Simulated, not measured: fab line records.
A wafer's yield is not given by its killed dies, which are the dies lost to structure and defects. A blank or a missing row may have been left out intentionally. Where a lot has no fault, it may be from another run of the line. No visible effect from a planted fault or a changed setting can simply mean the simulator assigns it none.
Split-lot trial	flow gf180mcu	5 lots, 23 wafers read, on a route of 602 steps

## ABOUT THE SPLIT
At GF_HV_LDD_IMPLANT_33, the setting doseCm2 was moved away from the recipe's 7.5e+12 on 10 of the 23 wafers read, by -15.2% to +13.9%. The other wafers ran this setting at the recipe's value.

## FROM THE SPLIT TO THE READING: what the file shows between them, 4 steps
- GF_HV_LDD_IMPLANT_48 (also split here: energyKev)
- GF_HV_LDD_STRIP_49: strips in O2/N2
- GF_HV_LDD_CLEAN_51: cleans in SC1/SC2, time 150 s
- GF_HV_LDD_RTA_52: time 10 s

## THE READING
HV_LDD_RS, in ohm/sq, at GF_HV_LDD_RS_MEAS_53 (measures by four-point-probe). A value of 417.1 ohm/sq with a standard deviation of 1.2 ohm/sq is what fault-free wafers of this fab line usually give.

wafer	tool, chamber at the split	doseCm2 as run	against the recipe	HV_LDD_RS, ohm/sq	against lot-mates on the recipe
L075.1	implanter-01, 0	6.993e+12	-6.8%	418.3	+1.6
L075.2	implanter-01, 0	6.993e+12	-6.8%	416.8	+0.1
L075.4	implanter-01, 0	7.5e+12	recipe	417.2	-
L075.5	implanter-01, 0	7.5e+12	recipe	416.5	-
L075.6	implanter-01, 0	7.5e+12	recipe	416.4	-
L082.1	implanter-01, 0	7.5e+12	recipe	416.5	-
L082.2	implanter-01, 0	7.5e+12	recipe	416.6	-
L082.3	implanter-01, 0	8.542e+12	+13.9%	414.0	-2.4
L082.4	implanter-01, 0	7.5e+12	recipe	416.0	-
L082.5	implanter-01, 0	8.542e+12	+13.9%	412.8	-3.6
L083.2	implanter-03, 0	7.5e+12	recipe	417.1	-
L083.3	implanter-03, 0	7.5e+12	recipe	416.6	-
L083.4	implanter-03, 0	7.5e+12	recipe	415.3	-
L084.1	implanter-01, 0	6.359e+12	-15.2%	422.4	+4.6
L084.2	implanter-01, 0	6.359e+12	-15.2%	421.6	+3.8
L084.3	implanter-01, 0	7.5e+12	recipe	418.0	-
L084.4	implanter-01, 0	7.5e+12	recipe	417.6	-
L084.5	implanter-01, 0	6.359e+12	-15.2%	421.4	+3.6
L085.1	implanter-02, 0	8.154e+12	+8.7%	417.7	-0.3
L085.2	implanter-02, 0	8.154e+12	+8.7%	415.5	-2.5
L085.3	implanter-02, 0	7.5e+12	recipe	417.7	-
L085.4	implanter-02, 0	7.5e+12	recipe	418.4	-
L085.6	implanter-02, 0	8.154e+12	+8.7%	417.1	-0.9

THE FIT
A straight line over all 23 wafers: HV_LDD_RS changes by -0.237 ohm/sq for each +1% of doseCm2; r = -0.85; the points scatter about the line by 1.2 ohm/sq.
The same after taking each lot's own level away (the mean of its wafers on the recipe; 23 wafers): -0.221 ohm/sq for each +1%; r = -0.93; scatter 0.71 ohm/sq.
According to that fit, moving doseCm2 by its largest amount changes the reading by 3.4 ohm/sq.
From 416.33 to 418.05 ohm/sq: that is the span of the lots' own levels, equal to 1.4 times the standard deviation above.
Hence the lot-to-lot level has little effect on the slope; both slopes agree.
Check: for one of the wafers moved furthest among these (-15.2%), held out of the fit, the line's prediction against its lot-mates is +3.2 ohm/sq. Against them it came out at +4.6 ohm/sq.

## OTHER SPLITS APPLIED TO THESE WAFERS
Before the reading, these wafers also passed through other splits. Each is held against what the fit with the lots' levels taken away leaves over:
other split on the same wafers	wafers away from the commonest value	r with HV_LDD_RS (lot level and that fit taken away)
GF_HV_LDD_COAT_14 resistThkNm	8	-0.16
GF_HV_LDD_IMPLANT_21 energyKev	5	+0.41
GF_HV_LDD_IMPLANT_48 energyKev	11	+0.01

## THE FILE'S OWN FIT
HV_LDD_RS changes by -0.218 ohm/sq for each +1% of doseCm2, r = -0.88.
